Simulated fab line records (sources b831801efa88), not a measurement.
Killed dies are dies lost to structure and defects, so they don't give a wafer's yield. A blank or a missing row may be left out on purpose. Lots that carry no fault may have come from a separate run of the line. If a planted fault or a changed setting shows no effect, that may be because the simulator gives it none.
fab line records | flow sky130
record: lots: 12 | wafers: 36 | lastDay: 50
route steps=708 shown FIELD_ISO@28 DNWELL@43 NWELL@76 VT_ADJUST_LVTN@116
lots that met no fault: taken from a fault-free run of the same line
startH: start of the lot's first displayed wafer, in hours after the record's first day | waitH: hours since the lot's step before | " the same as in the row above | L1.1+2: a row that stands for several wafers | - no value, or no start given | * or withheld: withheld | < > ~ a bound
route shown NAME@n: names a module that has steps shown in the file, with the first one's number in the route | usual: average and standard deviation across the fault-free wafers | same: alike in all rows | chamber/n: place in a boat | sites: the reading at each site | _std_site: the standard deviation of these | _edge_site: the outer-site mean with the inner-site mean subtracted | radiusMm: for every site, how far away it sits from the centre of the wafer | mask NAME#n: copy n | behind: the tool/chamber that last shaped the wafer | hold: what put the lot on hold/how long, in hours/how the hold closed | device: the transistor (n, p or np) that didn't switch | end of line: tests run on the same wafers once the route is complete | where a step has no rows: the recipe by itself | killed: dies that structure and defects cost at the first sort, which is not the same as the wafer's yield | map: a wafer's dies, marking killed ones x, the rest . and places with no die _
set.NAME: the setting that was run; set.NAME@STEP: the one run at that earlier step | model.NAME: the simulator's own value behind a step, which no gauge read
route steps across a sampled set of lots; one table per step, one row per wafer
services: from which hour (startH, from the record's first day; less than 0 if before it) a tool's chamber was out of use, for how many hours, and why
== steps ==
step: SKY_FIELD_ISO_CMP_27
recipe: stopOn: Si3N4 | tOverpolishS: 16 | downForcePsi: 4 | platenRpm: 60 | targetThkNm: 457.8 | padVelocityMS: 0.94248
usual: motorCurrentA: 12.7/1 | overpolishRunS: 16.000/0.0098 | timeToEndpointS: 112/5
lot.wafer | tool   | chamber | startH | waitH | motorCurrentA | overpolishRunS | timeToEndpointS
L699.1    | cmp-02 | 2       | 51.91  | 0.0   | 14.0          | 16.008         | 110
L699.5    | "      | 2       | "      | "     | 14.6          | 15.998         | 111
L699.6    | "      | 3       | "      | "     | 13.1          | 15.996         | 109
L700.3    | cmp-02 | 3       | 55.23  | 0.0   | 12.9          | 16.002         | 105
L700.1    | "      | 2       | "      | "     | 14.9          | 16.009         | 104
L700.5    | "      | 0       | "      | "     | 11.8          | 16.003         | 101
L701.1    | cmp-02 | 2       | 62.48  | 0.1   | 14.4          | 16.009         | 107
L701.6    | "      | 1       | "      | "     | 12.8          | 16.003         | 118
L701.5    | "      | 2       | "      | "     | 14.2          | 15.986         | 110
L705.3    | cmp-02 | 1       | 86.16  | 0.0   | 12.4          | 16.002         | 123
L705.6    | "      | 1       | "      | "     | 11.7          | 16.002         | 123
L705.5    | "      | 2       | "      | "     | 14.1          | 15.978         | 111
L706.3    | cmp-01 | 3       | 86.21  | 0.1   | 11.7          | 16.013         | 113
L706.2    | "      | 0       | "      | "     | 12.1          | 16.012         | 118
L706.6    | "      | 3       | "      | "     | 10.8          | 16.009         | 113
L709.1    | cmp-01 | 1       | 100.30 | 0.0   | 11.8          | 16.002         | 113
L709.2    | "      | 2       | "      | "     | 11.4          | 16.016         | 112
L709.3    | "      | 3       | "      | "     | 11.6          | 15.999         | 116
L710.3    | cmp-02 | 3       | 104.75 | 0.0   | 12.6          | 15.990         | 108
L710.1    | "      | 0       | "      | "     | 12.3          | 16.015         | 108
L710.2    | "      | 2       | "      | "     | 14.2          | 15.994         | 107
L711.3    | cmp-02 | 0       | 112.56 | 0.0   | 12.4          | 16.005         | 110
L711.1    | "      | 1       | "      | "     | 12.9          | 15.987         | 120
L711.6    | "      | 0       | "      | "     | 12.6          | 16.015         | 106
L712.1    | cmp-02 | 2       | 122.31 | 0.0   | 14.0          | 16.013         | 111
L712.2    | "      | 1       | "      | "     | 12.7          | 15.986         | 118
L712.5    | "      | 3       | "      | "     | 13.2          | 15.987         | 108
L716.2    | cmp-02 | 3       | 147.10 | 0.1   | 12.8          | 16.004         | 108
L716.5    | "      | 0       | "      | "     | 12.2          | 16.001         | 103
L716.6    | "      | 1       | "      | "     | 12.1          | 15.997         | 115
L717.4    | cmp-02 | 1       | 147.30 | 0.3   | 13.2          | 15.999         | 114
L717.3    | "      | 2       | "      | "     | 14.2          | 15.996         | 109
L717.5    | "      | 1       | "      | "     | 12.5          | 15.983         | 114
L718.1    | cmp-02 | 3       | 154.94 | 0.0   | 12.7          | 15.988         | 111
L718.2    | "      | 0       | "      | "     | 11.8          | 15.997         | 105
L718.3    | "      | 1       | "      | "     | 11.7          | 15.988         | 119
step: SKY_DNWELL_STRIP_08
recipe: chemistry: O2/N2 | powerW: 1400 | pressureMtorr: 1500 | platenTempC: withheld | o2FlowSccm: 3000 | n2FlowSccm: 300 | overashFraction: 0.5
usual: drypumpMotorCurrentA: 5.5/0.42 | o2FlowSccm: 3001/9 | oesProductAu: 0.722/0.0042 | stripTimeToEndpointS: 36.93/0.11
lot.wafer | tool           | chamber | startH | waitH | drypumpMotorCurrentA | o2FlowSccm | oesProductAu | rfHoursCounterH | stripTimeToEndpointS
L699.1    | plasmaAsher-01 | 1       | 69.99  | 0.1   | 4.9                  | 3015       | 0.717        | 38              | 36.88
L699.5    | "              | 0       | "      | "     | 5.6                  | 2987       | 0.723        | -               | 37.10
L699.6    | "              | 1       | "      | "     | 4.9                  | 3011       | 0.723        | -               | 37.00
L700.1    | plasmaAsher-01 | 0       | 74.49  | 0.1   | 5.6                  | 2996       | 0.724        | 38              | 36.81
L700.3    | "              | 0       | "      | "     | 5.6                  | 3005       | 0.716        | -               | 36.77
L700.5    | "              | 1       | "      | "     | 4.9                  | 3016       | 0.727        | -               | 36.79
L701.1    | plasmaAsher-01 | 0       | 81.49  | 0.1   | 5.6                  | 2998       | 0.725        | 39              | 36.72
L701.5    | "              | 1       | "      | "     | 4.9                  | 3007       | 0.721        | -               | 36.88
L701.6    | "              | 0       | "      | "     | 5.6                  | 2991       | 0.724        | -               | 36.75
L706.2    | plasmaAsher-01 | 0       | 107.32 | 0.1   | 5.6                  | 2998       | 0.722        | 41              | 36.86
L706.3    | "              | 0       | "      | "     | 5.6                  | 3007       | 0.721        | -               | 36.98
L706.6    | "              | 0       | "      | "     | 5.6                  | 3001       | 0.721        | -               | 36.88
L705.3    | plasmaAsher-02 | 1       | 107.70 | 0.1   | 6.0                  | 2998       | 0.729        | -               | 36.87
L705.5    | "              | 1       | "      | "     | 6.0                  | 3009       | 0.727        | -               | 37.00
L705.6    | "              | 0       | "      | "     | 6.0                  | 2997       | 0.729        | -               | 36.85
L709.1    | plasmaAsher-02 | 0       | 120.47 | 0.1   | 6.0                  | 3013       | 0.720        | 0               | 36.99
L709.2    | "              | 1       | "      | "     | 6.0                  | 2996       | 0.717        | 0               | 37.17
L709.3    | "              | 1       | "      | "     | 6.0                  | 2983       | 0.717        | -               | 36.95
L710.1    | plasmaAsher-01 | 0       | 126.12 | 0.1   | 5.6                  | 2996       | 0.725        | 44              | 37.01
L710.2    | "              | 1       | "      | "     | 4.9                  | 2986       | 0.722        | 44              | 36.93
L710.3    | "              | 1       | "      | "     | 4.9                  | 3000       | 0.721        | -               | 37.01
L711.1    | plasmaAsher-04 | 0       | 136.49 | 0.1   | 5.6                  | 3010       | 0.725        | 46              | 36.90
L711.3    | "              | 1       | "      | "     | 5.3                  | 2992       | 0.725        | -               | 36.90
L711.6    | "              | 1       | "      | "     | 5.3                  | 2977       | 0.716        | -               | 36.87
L712.1    | plasmaAsher-04 | 0       | 149.57 | 0.1   | 5.5                  | 2997       | 0.729        | 47              | 37.03
L712.2    | "              | 1       | "      | "     | 5.3                  | 2995       | 0.728        | 47              | 36.96
L712.5    | "              | 1       | "      | "     | 5.3                  | 2990       | 0.722        | -               | 37.01
L717.3    | plasmaAsher-01 | 1       | 169.62 | 0.1   | 4.8                  | 3007       | 0.728        | -               | 36.94
L717.4    | "              | 0       | "      | "     | 5.6                  | 3023       | 0.719        | -               | 37.02
L717.5    | "              | 1       | "      | "     | 4.9                  | 2995       | 0.720        | -               | 36.90
L716.2    | plasmaAsher-01 | 0       | 170.22 | 0.1   | 5.6                  | 2999       | 0.728        | 48              | 36.99
L716.5    | "              | 1       | "      | "     | 4.9                  | 2998       | 0.723        | -               | 37.06
L716.6    | "              | 0       | "      | "     | 5.6                  | 2994       | 0.724        | -               | 36.91
L718.1    | plasmaAsher-01 | 1       | 178.64 | 0.1   | 4.9                  | 3019       | 0.727        | 49              | 36.98
L718.2    | "              | 0       | "      | "     | 5.6                  | 2994       | 0.718        | 49              | 37.01
L718.3    | "              | 0       | "      | "     | 5.6                  | 3009       | 0.718        | -               | 37.01
step: SKY_NWELL_OVL_MEAS_23
usual: NWELL_01_OVL: 1.1/1.1
lot.wafer | tool       | chamber | startH | waitH | NWELL_01_OVL[nm]
L699.1    | overlay-01 | -       | 121.09 | -     | 1.5
L699.5    | "          | -       | "      | "     | 0.4
L699.6    | "          | -       | "      | "     | 0.8
L700.1    | overlay-01 | -       | 127.32 | -     | 0.5
L700.3    | "          | -       | "      | "     | 1.6
L700.5    | "          | -       | "      | "     | -0.3
L701.1    | overlay-01 | -       | 135.29 | -     | 1.7
L701.5    | "          | -       | "      | "     | 0.9
L701.6    | "          | -       | "      | "     | 0.9
L706.2    | overlay-02 | -       | 161.09 | -     | -0.5
L706.3    | "          | -       | "      | "     | 1.2
L706.6    | "          | -       | "      | "     | -0.5
L705.3    | overlay-01 | -       | 161.98 | -     | 1.7
L705.5    | "          | -       | "      | "     | 1.2
L705.6    | "          | -       | "      | "     | 1.0
L709.1    | overlay-02 | -       | 177.14 | -     | 2.0
L709.2    | "          | -       | "      | "     | -0.4
L709.3    | "          | -       | "      | "     | 0.7
L710.1    | overlay-01 | -       | 182.92 | -     | 1.3
L710.2    | "          | -       | "      | "     | -0.1
L710.3    | "          | -       | "      | "     | 0.8
L711.1    | overlay-02 | -       | 194.82 | -     | 2.4
L711.3    | "          | -       | "      | "     | 2.0
L711.6    | "          | -       | "      | "     | 0.5
L712.1    | overlay-01 | -       | 212.39 | -     | 0.6
L712.2    | "          | -       | "      | "     | 1.7
L712.5    | "          | -       | "      | "     | 0.1
L717.3    | overlay-01 | -       | 235.88 | -     | 1.8
L717.4    | "          | -       | "      | "     | 1.2
L717.5    | "          | -       | "      | "     | 3.8
L716.2    | overlay-01 | -       | 236.22 | -     | 2.2
L716.5    | "          | -       | "      | "     | 1.8
L716.6    | "          | -       | "      | "     | 0.6
L718.1    | overlay-02 | -       | 245.42 | -     | 1.8
L718.2    | "          | -       | "      | "     | 3.1
L718.3    | "          | -       | "      | "     | 1.7
step: SKY_VT_ADJUST_LVTN_IMPLANT_19
recipe: species: B | energyKev: 30 | doseCm2: 6.5e+11 | tiltDeg: withheld
usual: doseIonsCm2: 6.502e+11/7.1e+08 | faradayCurrentUA: 3.68/0.076
lot.wafer | tool         | chamber | startH | waitH | doseIonsCm2 | faradayCurrentUA
L699.1    | implanter-03 | 0       | 178.65 | 0.0   | 6.496e+11   | 3.63
L699.5    | "            | 0       | "      | "     | 6.492e+11   | 3.58
L699.6    | "            | 0       | "      | "     | 6.509e+11   | 3.61
L700.1    | implanter-03 | 0       | 184.77 | 0.0   | 6.503e+11   | 3.69
L700.3    | "            | 0       | "      | "     | 6.501e+11   | 3.61
L700.5    | "            | 0       | "      | "     | 6.503e+11   | 3.64
L701.1    | implanter-04 | 0       | 195.32 | 0.0   | 6.503e+11   | 3.63
L701.5    | "            | 0       | "      | "     | 6.496e+11   | 3.52
L701.6    | "            | 0       | "      | "     | 6.504e+11   | 3.67
L706.2    | implanter-02 | 0       | 226.20 | 0.1   | 6.495e+11   | 3.65
L706.3    | "            | 0       | "      | "     | 6.486e+11   | 3.69
L706.6    | "            | 0       | "      | "     | 6.496e+11   | 3.73
L705.3    | implanter-02 | 0       | 226.81 | 0.1   | 6.5e+11     | 3.67
L705.5    | "            | 0       | "      | "     | 6.506e+11   | 3.74
L705.6    | "            | 0       | "      | "     | 6.501e+11   | 3.70
L709.1    | implanter-03 | 0       | 243.81 | 0.0   | 6.498e+11   | 3.54
L709.2    | "            | 0       | "      | "     | 6.499e+11   | 3.85
L709.3    | "            | 0       | "      | "     | 6.493e+11   | 3.61
L710.1    | implanter-03 | 0       | 251.61 | 0.0   | 6.502e+11   | 3.74
L710.2    | "            | 0       | "      | "     | 6.49e+11    | 3.66
L710.3    | "            | 0       | "      | "     | 6.498e+11   | 3.59
L711.1    | implanter-03 | 0       | 265.35 | 0.0   | 8.119e+11   | 4.69
L711.3    | "            | 0       | "      | "     | 8.123e+11   | 4.63
L711.6    | "            | 0       | "      | "     | 8.113e+11   | 4.75
L712.1    | implanter-03 | 0       | 284.86 | 0.0   | 8.122e+11   | 4.58
L712.2    | "            | 0       | "      | "     | 8.132e+11   | 4.59
L712.5    | "            | 0       | "      | "     | 8.131e+11   | 4.62
L717.3    | implanter-04 | 0       | 309.76 | 0.1   | 6.508e+11   | 3.62
L717.4    | "            | 0       | "      | "     | 6.497e+11   | 3.62
L717.5    | "            | 0       | "      | "     | 6.497e+11   | 3.68
L716.2    | implanter-04 | 0       | 311.08 | 0.0   | 6.501e+11   | 3.64
L716.5    | "            | 0       | "      | "     | 6.493e+11   | 3.73
L716.6    | "            | 0       | "      | "     | 6.506e+11   | 3.62
L718.1    | implanter-02 | 0       | 320.76 | 0.0   | 6.52e+11    | 3.74
L718.2    | "            | 0       | "      | "     | 6.503e+11   | 3.71
L718.3    | "            | 0       | "      | "     | 6.517e+11   | 3.63
step: SKY_VT_ADJUST_LVTN_TW_MEAS_21
usual: VT_ADJUST_LVTN_2_TW: 188.5/2.3
lot.wafer | tool         | chamber | startH | waitH | VT_ADJUST_LVTN_2_TW
L699.1    | filmMetro-02 | -       | 178.90 | 0.1   | 191.2
L699.5    | "            | -       | "      | "     | 190.5
L699.6    | "            | -       | "      | "     | 190.8
L700.1    | filmMetro-01 | -       | 185.02 | 0.1   | 189.8
L700.3    | "            | -       | "      | "     | 188.3
L700.5    | "            | -       | "      | "     | 189.5
L701.1    | filmMetro-01 | -       | 195.57 | 0.1   | 188.3
L701.5    | "            | -       | "      | "     | 189.7
L701.6    | "            | -       | "      | "     | 189.1
L706.2    | filmMetro-01 | -       | 226.43 | 0.1   | 190.2
L706.3    | "            | -       | "      | "     | 190.0
L706.6    | "            | -       | "      | "     | 189.9
L705.3    | filmMetro-01 | -       | 227.03 | 0.1   | 188.8
L705.5    | "            | -       | "      | "     | 190.2
L705.6    | "            | -       | "      | "     | 189.9
L709.1    | filmMetro-01 | -       | 244.06 | 0.1   | 189.8
L709.2    | "            | -       | "      | "     | 188.7
L709.3    | "            | -       | "      | "     | 189.0
L710.1    | filmMetro-04 | -       | 251.86 | 0.1   | 185.0
L710.2    | "            | -       | "      | "     | 185.0
L710.3    | "            | -       | "      | "     | 184.3
L711.1    | filmMetro-01 | -       | 265.60 | 0.1   | 200.8
L711.3    | "            | -       | "      | "     | 200.0
L711.6    | "            | -       | "      | "     | 200.7
L712.1    | filmMetro-04 | -       | 285.11 | 0.1   | 197.3
L712.2    | "            | -       | "      | "     | 198.2
L712.5    | "            | -       | "      | "     | 196.8
L717.3    | filmMetro-02 | -       | 309.98 | 0.1   | 191.7
L717.4    | "            | -       | "      | "     | 192.1
L717.5    | "            | -       | "      | "     | 192.3
L716.2    | filmMetro-02 | -       | 311.31 | 0.1   | 193.0
L716.5    | "            | -       | "      | "     | 191.7
L716.6    | "            | -       | "      | "     | 192.9
L718.1    | filmMetro-01 | -       | 321.01 | 0.1   | 189.4
L718.2    | "            | -       | "      | "     | 189.2
L718.3    | "            | -       | "      | "     | 190.8
== services ==
tool           | chamber | startH | hours | kind
cmp-01         | -       | 37.78  | 15.3  | pm
plasmaAsher-04 | -       | 39.77  | 4.0   | pm
cmp-01         | -       | 64.00  | 4.0   | pm
cmp-01         | -       | 64.25  | 1.9   | repair
cmp-02         | -       | 66.73  | 1.3   | repair
cmp-01         | -       | 67.54  | 1.6   | repair
cmp-02         | -       | 102.45 | 2.2   | repair
implanter-04   | -       | 106.29 | 2.4   | pm
plasmaAsher-02 | -       | 108.82 | 9.0   | pm
implanter-04   | -       | 125.04 | 12.6  | pm
cmp-01         | -       | 130.55 | 7.0   | pm
cmp-01         | -       | 142.88 | 0.9   | repair
cmp-02         | -       | 172.09 | 5.4   | repair
implanter-04   | -       | 179.91 | 3.7   | pm
implanter-02   | -       | 182.69 | 2.1   | repair
implanter-03   | -       | 188.34 | 3.6   | pm
cmp-02         | -       | 192.05 | 1.3   | repair
plasmaAsher-01 | -       | 199.77 | 3.3   | repair
cmp-02         | -       | 209.70 | 1.4   | repair
implanter-04   | -       | 222.29 | 4.8   | repair
cmp-02         | -       | 232.00 | 4.0   | pm
implanter-02   | -       | 259.39 | 2.9   | pm
cmp-02         | -       | 281.87 | 4.1   | repair
implanter-02   | -       | 315.04 | 4.7   | pm
== key ==
firstSign: step: SKY_VT_ADJUST_LVTN_IMPLANT_19 | reading: doseIonsCm2 | direction: up | sigmas: 99+ | usual: * | struck: *
effect: step: SKY_VT_ADJUST_LVTN_IMPLANT_19 | reading: faradayCurrentUA | direction: up | sigmas: 13 | usual: 3.68 | struck: 4.64
effect: step: SKY_VT_ADJUST_LVTN_TW_MEAS_21 | reading: VT_ADJUST_LVTN_2_TW | direction: up | sigmas: 4.6 | usual: 188.5 | struck: 199.0
metAt SKY_VT_ADJUST_LVTN_IMPLANT_19
struckLots L711,L712
testerLeftOut L711,L712
notActingAt SKY_FIELD_ISO_CMP_27,SKY_DNWELL_STRIP_08,SKY_NWELL_OVL_MEAS_23
onsetBetween 251.61 265.35
fault: kind: processParameterDrift | tool: implanter-03 | chamber: - | onsetH: 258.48 | steps: SKY_VT_ADJUST_LVTN_IMPLANT_19 | channel: doseCm2 | offset: * | shape: step | endH: 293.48 | actsIn: * | stated: *
testerLeftOut: of these lots the tester's yield and bins aren't shown, on N5 and GAA mostly nor the transistor test; their killed dies are dies lost to structure and defects alone, not to doping, threshold or leakage, so they don't give the yield
